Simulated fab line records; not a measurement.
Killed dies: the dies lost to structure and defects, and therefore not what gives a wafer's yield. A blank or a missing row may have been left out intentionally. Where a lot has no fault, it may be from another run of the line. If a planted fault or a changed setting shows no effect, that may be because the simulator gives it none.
Comparing a struck lot with a sound one :: flow sky130 :: 15 steps out of a route of 708
Sound: these wafers, L479.1, L479.3, L479.6. Wafers struck: L481.4, L481.5, L481.6. The cause comes at the end.
At each step with rows: each side's tool, then ch and its chambers, then its first start. Under that, the readings that differ: sound wafers :: struck wafers :: difference of the means :: sigmas: that difference in standard deviations of wafers without a fault.
alike: words and numbers the same on both sides, and readings whose means are apart by under 2 such deviations; not compared: readings that were withheld, readings missing a value for some wafer, numbers with overlapping values and no deviation given by the record, and bounds like >300 which may hide the same value.
Wherever a step has rows on one side only, a row that says differs or no value, or a row with sigmas, the two part there. Numbers that don't overlap but have no deviation are shown without sigmas and don't part them. A reading missing from all wafers of one side parts the sides only when that side holds two or more wafers.

first, 2 steps without rows for these wafers: SKY_METAL3_PEB_11; SKY_METAL3_DEVELOP_12 (develop time 60 s).
SKY_METAL3_CD_MEAS_13: target cd 300 nm.
  sound on cd-sem-02 at day 38 03:07; struck on cd-sem-01 at day 39 13:58
reading: cd-nm (nm)
sound: 301.4 302.4 302.0
struck: 296.0 296.6 295.9
difference: -5.8
sigmas: -3
SKY_METAL3_OVL_MEAS_14:
  sound on overlay-01 at day 38 03:14; struck on overlay-02 at day 39 14:02
  alike: METAL3_OVL
SKY_METAL3_DESCUM_15: chemistry O2, time 8 s.
  sound on rie-metal-04 ch 0, day 38 03:16; struck on rie-metal-01 ch 0,1, day 39 14:04
reading: drypump-motor-current-A (A)
sound: 6.17 6.17 6.19
struck: 5.76 5.75 5.71
difference: -0.44
sigmas: -2

reading: oes-product-au (a.u.)
sound: 0.990 0.983 0.987
struck: 1.007 1.012 1.000
difference: +0.020
sigmas: +2
  not compared: rf-hours-counter-h
SKY_METAL3_ETCH_16: etches BARC in N2/H2, stops on SiO2, time 88.2 s, target depth 60 nm.
  sound on rie-metal-04 ch 0, day 38 03:19; struck on rie-metal-01 ch 0,1, day 39 14:07
reading: drypump-motor-current-A (A)
sound: 6.19 6.17 6.17
struck: 5.75 5.73 5.73
difference: -0.44
sigmas: -2
  alike: oes-product-au, throttle-valve-pct
  not compared: rf-hours-counter-h
SKY_METAL3_ETCH_17: etches SiO2 in C4F8/O2/Ar, stops on TiN, time 3.9 s, target depth 15 nm.
  sound on rie-diel-04 ch 1,3, day 38 03:26; struck on rie-diel-04 ch 0,1,2, day 39 14:11
  alike: oes-product-au
  not compared: rf-hours-counter-h
SKY_METAL3_METAL_ETCH_18: etches the open film in Cl2/BCl3, stops on SiO2, target depth 845 nm, time 183.1 s.
  sound on rie-metal-01 ch 0, day 38 03:28; struck on rie-metal-02 ch 0,1, day 39 14:16
  alike: drypump-motor-current-A, oes-product-au, throttle-valve-pct
  not compared: rf-hours-counter-h
then, 4 steps without rows for these wafers: SKY_METAL3_STRIP_19 (strips in O2/N2); SKY_METAL3_STRIP_20 (strips in post etch residue remover, time 1200 s); SKY_METAL3_CLEAN_21 (cleans in IPA, time 180 s); SKY_METAL3_CLEAN_22 (cleans in O3/DIW).
SKY_VIA3_HDPCVD_00: deposits SiO2, target thk 1635 nm, time 272.5 s.
  sound on hdpcvd-01 ch 0,2, day 38 04:15; struck on hdpcvd-01 ch 0,1,2, day 39 15:24
SKY_VIA3_THK_MEAS_01:
  sound on film-metro-02 at day 38 04:25; struck on film-metro-01 at day 39 15:31
reading: VIA3_HDPCVD_THK (nm)
sound: 1638 1604 1630
struck: 3363 3298 3265
difference: +1685
sigmas: +80
SKY_VIA3_CMP_02: polishes SiO2.
  sound on cmp-02 ch 1,3, day 38 04:28; struck on cmp-02 ch 1,2, day 39 15:35
  alike: motor-current-A

## WHERE THEY PART
Last at SKY_VIA3_THK_MEAS_01 as far as this record goes, first at SKY_METAL3_CD_MEAS_13. Later steps at which nothing parts them and some readings are alike: SKY_VIA3_CMP_02.

WHY: what had been put in by the simulator
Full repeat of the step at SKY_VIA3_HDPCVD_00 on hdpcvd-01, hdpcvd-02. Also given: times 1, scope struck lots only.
